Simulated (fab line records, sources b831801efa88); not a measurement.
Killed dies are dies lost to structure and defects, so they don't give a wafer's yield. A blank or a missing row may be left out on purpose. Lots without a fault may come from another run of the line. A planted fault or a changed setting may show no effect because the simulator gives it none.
Which tool did it? | flow gf180mcu | 13 lots, 39 wafers sampled, at 7 steps of a route of 602

WHAT THE GAUGES READ, wafer by wafer
GF_STI_THK_MEAS_04. Usual: STI_CVD_03_THK 206.5 nm, standard deviation 2.2.
lot  | measured    | on            | STI_CVD_03_THK (nm) | flag
L484 | day 1 14:35 | film_metro-03 | 205.2 206.1 206.9   |
L485 | day 1 18:35 | film_metro-04 | 203.0 202.6 202.9   |
L487 | day 2 05:12 | film_metro-04 | 205.3 206.2 205.5   |
L490 | day 2 21:01 | film_metro-03 | 208.6 207.9 207.7   |
L492 | day 3 08:55 | film_metro-04 | 207.1 205.8 206.1   |
L499 | day 4 16:34 | film_metro-04 | 204.9 205.2 203.2   |
L500 | day 4 21:45 | film_metro-04 | 207.1 206.0 204.5   |
L501 | day 5 03:33 | film_metro-03 | 209.9 212.1 211.3   |
L502 | day 5 07:35 | film_metro-01 | 207.7 206.4 205.0   |
L503 | day 5 12:34 | film_metro-03 | 207.9 206.1 206.5   |
L504 | day 5 18:26 | film_metro-04 | 208.5 209.7 209.3   |
L506 | day 6 04:14 | film_metro-03 | 207.0 204.5 206.1   |
L507 | day 6 08:35 | film_metro-03 | 206.9 205.3 206.6   |

GF_NWELL_OVL_MEAS_07. Usual: NWELL_OVL 0.2 nm, standard deviation 1.6.
lot  | measured    | on         | NWELL_OVL (nm) | flag
L484 | day 3 07:26 | overlay-02 | -1.3 -2.0 1.4  |
L485 | day 3 11:32 | overlay-01 | 3.9 2.2 2.6    |
L487 | day 3 23:31 | overlay-02 | -1.1 -2.0 -1.0 |
L490 | day 4 23:40 | overlay-01 | - - -          | OFF
L492 | day 5 04:25 | overlay-01 | 1.1 -1.4 2.5   |
L499 | day 6 18:25 | overlay-02 | 2.3 2.8 1.0    |
L500 | day 6 22:34 | overlay-02 | -2.1 -0.7 -0.7 |
L501 | day 7 06:01 | overlay-02 | 0.7 1.2 -0.6   |
L502 | day 7 10:01 | overlay-01 | 0.9 -0.5 1.1   |
L503 | day 7 15:04 | overlay-01 | 0.3 2.0 1.1    |
L504 | day 7 21:07 | overlay-01 | -3.0 -2.1 -2.0 |
L506 | day 8 06:22 | overlay-01 | 0.8 1.4 2.4    |
L507 | day 8 10:49 | overlay-01 | 1.8 2.9 3.7    |

GF_NWELL_TW_MEAS_11. Usual: NWELL_TW 1564, standard deviation 16.
lot  | measured    | on            | NWELL_TW       | flag
L484 | day 3 07:52 | film_metro-02 | 1555 1554 1557 |
L485 | day 3 11:59 | film_metro-04 | 1594 1591 1588 |
L487 | day 3 23:58 | film_metro-02 | 1551 1548 1557 |
L490 | day 5 00:07 | film_metro-02 | 30 29 30       | OFF
L492 | day 5 04:51 | film_metro-02 | 1544 1547 1539 |
L499 | day 6 18:51 | film_metro-01 | 1579 1579 1572 |
L500 | day 6 23:03 | film_metro-01 | 1572 1575 1565 |
L501 | day 7 06:28 | film_metro-01 | 1553 1550 1553 |
L502 | day 7 10:28 | film_metro-02 | 1551 1553 1545 |
L503 | day 7 15:34 | film_metro-01 | 1553 1559 1559 |
L504 | day 7 21:34 | film_metro-04 | 1579 1586 1585 |
L506 | day 8 06:47 | film_metro-01 | 1570 1570 1572 |
L507 | day 8 11:16 | film_metro-01 | 1568 1567 1567 |

GF_LVPWELL_OVL_MEAS_07. Usual: LVPWELL_OVL -0.8 nm, standard deviation 1.5.
lot  | measured    | on         | LVPWELL_OVL (nm) | flag
L484 | day 3 19:41 | overlay-02 | -0.3 -1.0 -1.6   |
L485 | day 4 00:23 | overlay-01 | -0.4 -1.0 -1.7   |
L487 | day 4 13:13 | overlay-02 | -1.4 -1.9 -0.5   |
L490 | day 5 14:32 | overlay-02 | -0.8 -1.2 -1.5   |
L492 | day 5 19:34 | overlay-02 | 1.3 -0.1 2.1     |
L499 | day 7 10:05 | overlay-02 | 0.4 -2.0 0.9     |
L500 | day 7 14:35 | overlay-01 | 0.6 1.6 1.5      |
L501 | day 7 21:47 | overlay-02 | 2.1 0.2 -0.4     |
L502 | day 8 01:53 | overlay-02 | -1.3 1.5 0.6     |
L503 | day 8 06:23 | overlay-01 | 0.9 0.7 0.0      |
L504 | day 8 12:13 | overlay-02 | 0.1 1.3 0.8      |
L506 | day 8 22:37 | overlay-01 | -1.5 0.0 0.5     |
L507 | day 9 02:11 | overlay-02 | -3.4 -5.1 -5.3   |

GF_LVPWELL_TW_MEAS_11. Usual: LVPWELL_TW 557, standard deviation 6.6.
lot  | measured    | on            | LVPWELL_TW     | flag
L484 | day 3 20:07 | film_metro-04 | 563 565 566    |
L485 | day 4 00:50 | film_metro-02 | 552 550 551    |
L487 | day 4 13:40 | film_metro-02 | 550 549 547    |
L490 | day 5 14:59 | film_metro-04 | 1600 1600 1617 | OFF
L492 | day 5 20:00 | film_metro-01 | 554 553 559    |
L499 | day 7 10:31 | film_metro-01 | 554 554 554    |
L500 | day 7 15:01 | film_metro-01 | 556 553 553    |
L501 | day 7 22:13 | film_metro-02 | 552 555 552    |
L502 | day 8 02:20 | film_metro-02 | 546 549 547    |
L503 | day 8 06:50 | film_metro-02 | 548 549 551    |
L504 | day 8 12:38 | film_metro-04 | 567 569 565    |
L506 | day 8 23:08 | film_metro-04 | 565 564 564    |
L507 | day 9 02:41 | film_metro-04 | 562 562 562    |

WHICH TOOL RAN EACH LOT (tool, then ch and the chambers of the sampled wafers, then the start)
lot  | GF_STI_CMP_25                | GF_NWELL_EXPOSE_04
L484 | cmp-01 ch 1,2,3, day 2 05:01 | iline_stepper-01 ch 0, day 3 01:21
L485 | cmp-02 ch 1,2, day 2 08:38   | iline_stepper-02 ch 0, day 3 06:29
L487 | cmp-01 ch 0,1,2, day 2 20:16 | iline_stepper-01 ch 0, day 3 17:25
L490 | cmp-02 ch 0,2,3, day 3 17:18 | iline_stepper-02 ch 0, day 4 16:53
L492 | cmp-01 ch 0,2,3, day 3 22:43 | iline_stepper-02 ch 0, day 4 21:59
L499 | cmp-01 ch 0,2,3, day 5 08:45 | iline_stepper-02 ch 0, day 6 10:18
L500 | cmp-02 ch 0,1,3, day 5 13:45 | iline_stepper-01 ch 0, day 6 15:30
L501 | cmp-02 ch 1,3, day 5 20:01   | iline_stepper-02 ch 0, day 6 22:54
L502 | cmp-02 ch 2,3, day 6 01:11   | iline_stepper-01 ch 0, day 7 02:31
L503 | cmp-01 ch 0,3, day 6 05:19   | iline_stepper-02 ch 0, day 7 07:11
L504 | cmp-02 ch 1,2,3, day 6 11:37 | iline_stepper-01 ch 0, day 7 13:54
L506 | cmp-02 ch 0,1,2, day 6 21:23 | iline_stepper-02 ch 0, day 7 22:52
L507 | cmp-01 ch 0,3, day 7 01:14   | iline_stepper-02 ch 0, day 8 03:54
- GF_STI_CMP_25: polishes, stops on Si3N4, t overpolish 33 s, target thk 524.6 nm.
- GF_NWELL_EXPOSE_04: exposes mask Nwell, target cd 860 nm.

WHAT THE TOOLS THEMSELVES READ (means of the sampled wafers that have a number; where no wafer has one, the mark that the record gives instead)
GF_STI_CMP_25. Usual: motor_current_A 12.2 A, standard deviation 1.4; overpolish_run_s 33.000 s, standard deviation 0.0079; slurry_flow_ml_min 150.0, standard deviation 0.46; time_to_endpoint_s 121 s, standard deviation 3.7.
lot  | tool   | motor_current_A (A) | overpolish_run_s (s) | slurry_flow_ml_min | time_to_endpoint_s (s) | flag
L484 | cmp-01 | 11.4                | 32.993               | 150.3              | 121                    |
L485 | cmp-02 | 12.1                | 32.998               | 149.6              | 129                    |
L487 | cmp-01 | 11.7                | 33.005               | 150.0              | 115                    |
L490 | cmp-02 | 13.4                | 33.005               | 149.6              | 121                    |
L492 | cmp-01 | 12.0                | 32.997               | 150.0              | 118                    |
L499 | cmp-01 | 11.5                | 32.997               | 149.9              | 123                    |
L500 | cmp-02 | 12.4                | 32.994               | 149.9              | 120                    |
L501 | cmp-02 | 13.5                | 32.998               | 150.2              | 125                    |
L502 | cmp-02 | 14.0                | 33.000               | 150.2              | 124                    |
L503 | cmp-01 | 10.9                | 33.005               | 149.9              | 121                    |
L504 | cmp-02 | 12.7                | 32.997               | 150.7              | 122                    |
L506 | cmp-02 | 12.2                | 33.002               | 149.8              | 120                    |
L507 | cmp-01 | 10.9                | 32.999               | 149.8              | 120                    |

THE ANSWER, worked out from the rows above alone
Rule: a lot is off if the mean of its wafers that have a number lies more than 3 standard deviations from the usual mean. A lot without any number at a reading at which 4 lots or more have one is off too. The other lots that the step has rows for count as sound. The gauges are gone through in route order, then the tools' own readings, and for those a lot's mean is taken as printed above. The first step at which some lot is off is used, and at that step the reading that is off furthest; a lot without a number counts as furthest.
Off: L490, at GF_NWELL_OVL_MEAS_07 (NWELL_OVL). Without a number there: L490.
A tool fits if, at a process step before that reading, it ran every lot that is off, and no sound lot after the first of them. The gauges at GF_NWELL_OVL_MEAS_07 aren't tried: what is off there is off at GF_NWELL_TW_MEAS_11 too, on other tools, and a gauge's error can't cause that. None of those tried fits.

WHAT THE SIMULATOR HAD PUT IN
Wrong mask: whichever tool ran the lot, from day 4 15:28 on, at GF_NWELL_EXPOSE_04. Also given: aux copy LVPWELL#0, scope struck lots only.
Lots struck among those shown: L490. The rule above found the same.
